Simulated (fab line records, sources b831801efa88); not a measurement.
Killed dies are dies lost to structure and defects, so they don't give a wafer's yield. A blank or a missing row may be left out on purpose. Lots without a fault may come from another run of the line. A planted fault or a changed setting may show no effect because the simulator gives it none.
A struck lot beside a sound one | flow sfq_line | 43 steps out of a route of 325
Sound: wafers L275.2, L275.5, L275.6. Struck: wafers L272.1, L272.3, L272.5. The cause comes at the end.
At each step with rows: each side's tool, then ch and its chambers, then its first start. Under that, the readings that differ: sound wafers | struck wafers | difference of the means | sigmas: that difference in standard deviations of wafers without a fault.
alike: readings whose means differ by less than 2 such deviations, and words and numbers that are the same on both sides. not compared: withheld readings, readings that some wafer has no value for, bounds like >300 that may hide the same value, and numbers for which the record gives no deviation and whose values overlap.
The two part at a step that has a row with sigmas, a row that says differs or no value, or rows on one side only. Numbers that don't overlap but have no deviation are shown without sigmas and don't part them. A reading that every wafer of one side lacks parts them only if that side has two wafers or more.

first, 6 steps without rows for these wafers: SFQ_TRILAYER_M5_LITHO_COAT_128 (resist thk 62 nm); SFQ_TRILAYER_M5_LITHO_COAT_123 (resist thk 600 nm); SFQ_TRILAYER_M5_LITHO_SOFTBAKE_127; SFQ_TRILAYER_M5_LITHO_EXPOSE_124 (exposes mask M5, target cd 700 nm); SFQ_TRILAYER_M5_LITHO_PEB_126 (peb time 60 s); SFQ_TRILAYER_M5_LITHO_DEVELOP_125 (time 60 s).
SFQ_M5_OVL_MEAS_932:
  sound on overlay-01, day 63 18:36; struck on overlay-02, day 63 07:40
  alike: M5_OVL
then, 4 steps without rows for these wafers: SFQ_TRILAYER_M5_BARC_OPEN_METAL_ETCH_161 (etches BARC in O2, target depth 125 nm, time 41.7 s); SFQ_TRILAYER_M5_ETCH_METAL_ETCH_126 (etches Nb in Cl2/BCl3, stops on SiO2, time 203.2 s, target depth 265 nm); SFQ_TRILAYER_M5_STRIP_STRIP_127 (strips in O2); SFQ_TRILAYER_M5_STRIP_SOLV_CLEAN_128 (cleans in NMP, time 600 s).
SFQ_TRILAYER_A5B_DEP_PECVD_129: deposits SiO2 from SiH4/N2O, time 133.33 s, target thk 600 nm.
  sound on pecvd-04 ch 0,1, day 63 19:40; struck on pecvd-02 ch 0,1,2, day 63 08:44
  alike: heater_power_w, throttle_valve_pct
SFQ_TRILAYER_A5B_CMP_CMP_130: polishes, stops on Nb, target thk 340.7 nm.
  sound on cmp-01 ch 1,2,3, day 64 12:17; struck on cmp-02 ch 0,2,3, day 64 03:34
  no value came back on the struck wafers for edge_zone_pressure_frac, head_pressure_psi (psi), motor_current_A (A); on the sound wafers edge_zone_pressure_frac reads 0.990 0.995 0.999
  reading                                              | sound             | struck          | difference | sigmas
  model.SiO2_of_TRILAYER_A5B_DEP_PECVD_129.thk_nm (nm) | 347.9 339.7 333.5 | 590.5 597.1 612 | +259.5     |
SFQ_TRILAYER_A5B_METRO_MEASURE_131:
  sound on film_metro-02, day 64 13:59; struck on film_metro-01, day 64 06:04
  reading     | sound       | struck      | difference | sigmas
  thk_nm (nm) | 348 340 334 | 591 597 612 | +259       | +50
SFQ_TRILAYER_R5_DEP_SPUTTER_132: material Ti, target thk 5 nm, time 5 s.
  sound on pvd_sputter-04, day 64 14:59; struck on pvd_sputter-05, day 64 07:16
  alike: throttle_valve_pct
SFQ_TRILAYER_R5_DEP_SPUTTER_133: material MoNx, target thk 40 nm, time 66.7 s.
  sound on pvd_sputter-04, day 64 15:01; struck on pvd_sputter-05, day 64 07:17
  alike: throttle_valve_pct
SFQ_TRILAYER_R5_DEP_SPUTTER_134: material Ti, target thk 5 nm, time 5 s.
  sound on pvd_sputter-04, day 64 15:04; struck on pvd_sputter-05, day 64 07:21
  alike: throttle_valve_pct
SFQ_R5_RS_MEAS_933: measures by four-point-probe.
  sound on film_metro-04, day 64 15:06; struck on film_metro-04, day 64 07:22
  alike: R5_MONX_RS
SFQ_R5_THK_MEAS_934: measures by xrf.
  sound on film_metro-04, day 64 15:13; struck on film_metro-04, day 64 07:29
  reading          | sound          | struck         | difference | sigmas
  R5_MONX_THK (nm) | 41.1 42.1 41.5 | 40.6 41.2 40.4 | -0.8       | -2
then, 6 steps without rows for these wafers: SFQ_TRILAYER_R5_LITHO_COAT_141 (resist thk 62 nm); SFQ_TRILAYER_R5_LITHO_COAT_136 (resist thk 600 nm); SFQ_TRILAYER_R5_LITHO_SOFTBAKE_140; SFQ_TRILAYER_R5_LITHO_EXPOSE_137 (exposes mask R5, target cd 500 nm); SFQ_TRILAYER_R5_LITHO_PEB_139 (peb time 60 s); SFQ_TRILAYER_R5_LITHO_DEVELOP_138 (time 60 s).
SFQ_R5_OVL_MEAS_935:
  sound on overlay-02, day 64 17:31; struck on overlay-02, day 64 10:05
  alike: R5_OVL
then, 4 steps without rows for these wafers: SFQ_TRILAYER_R5_BARC_OPEN_METAL_ETCH_177 (etches BARC in O2, target depth 125 nm, time 41.7 s); SFQ_TRILAYER_R5_ETCH_METAL_ETCH_139 (etches the open film in Cl2, stops on SiO2, target depth 60 nm, time 40 s); SFQ_TRILAYER_R5_STRIP_STRIP_140 (strips in O2); SFQ_TRILAYER_R5_STRIP_SOLV_CLEAN_141 (cleans in NMP, time 600 s).
SFQ_TRILAYER_A5C_DEP_PECVD_142: deposits SiO2 from SiH4/N2O, time 15.556 s, target thk 70 nm.
  sound on pecvd-03 ch 0,1,2, day 64 18:26; struck on pecvd-04 ch 0,2, day 64 11:01
  alike: heater_power_w, throttle_valve_pct
then, 6 steps without rows for these wafers: SFQ_TRILAYER_I5_LITHO_COAT_149 (resist thk 62 nm); SFQ_TRILAYER_I5_LITHO_COAT_144 (resist thk 650 nm); SFQ_TRILAYER_I5_LITHO_SOFTBAKE_148; SFQ_TRILAYER_I5_LITHO_EXPOSE_145 (exposes mask I5, target cd 700 nm); SFQ_TRILAYER_I5_LITHO_PEB_147 (peb time 60 s); SFQ_TRILAYER_I5_LITHO_DEVELOP_146 (time 60 s).
SFQ_I5_OVL_MEAS_936:
  sound on overlay-02, day 64 20:43; struck on overlay-01, day 64 13:18
  alike: I5_OVL
then, 4 steps without rows for these wafers: SFQ_TRILAYER_I5_BARC_OPEN_VIA_ETCH_200 (etches BARC in O2, target depth 125 nm, time 41.7 s); SFQ_TRILAYER_I5_ETCH_VIA_ETCH_147 (etches the open film in CHF3, stops on Nb, target depth 360 nm); SFQ_TRILAYER_I5_STRIP_STRIP_148 (strips in O2); SFQ_TRILAYER_I5_STRIP_SOLV_CLEAN_149 (cleans in NMP, time 600 s).
-- the record jumps here: 19 days lie between the struck wafers' starts before and after --
SFQ_M8_BOW_MEAS_951:
  sound on film_metro-01, day 83 16:35; struck on film_metro-03, day 83 08:24
  reading                 | sound            | struck           | difference | sigmas
  model.etest.i5.link_ohm | 2.291 2.26 2.286 | 2.374 2.39 2.396 | +0.108     |
  alike: M8_BOW

WHERE THEY PART
First at SFQ_TRILAYER_A5B_CMP_CMP_130; last, within this record, at SFQ_R5_THK_MEAS_934. Later steps at which nothing parts them and some readings are alike: SFQ_R5_OVL_MEAS_935, SFQ_TRILAYER_A5C_DEP_PECVD_142, SFQ_I5_OVL_MEAS_936, SFQ_M8_BOW_MEAS_951.

WHY: what the simulator had put in
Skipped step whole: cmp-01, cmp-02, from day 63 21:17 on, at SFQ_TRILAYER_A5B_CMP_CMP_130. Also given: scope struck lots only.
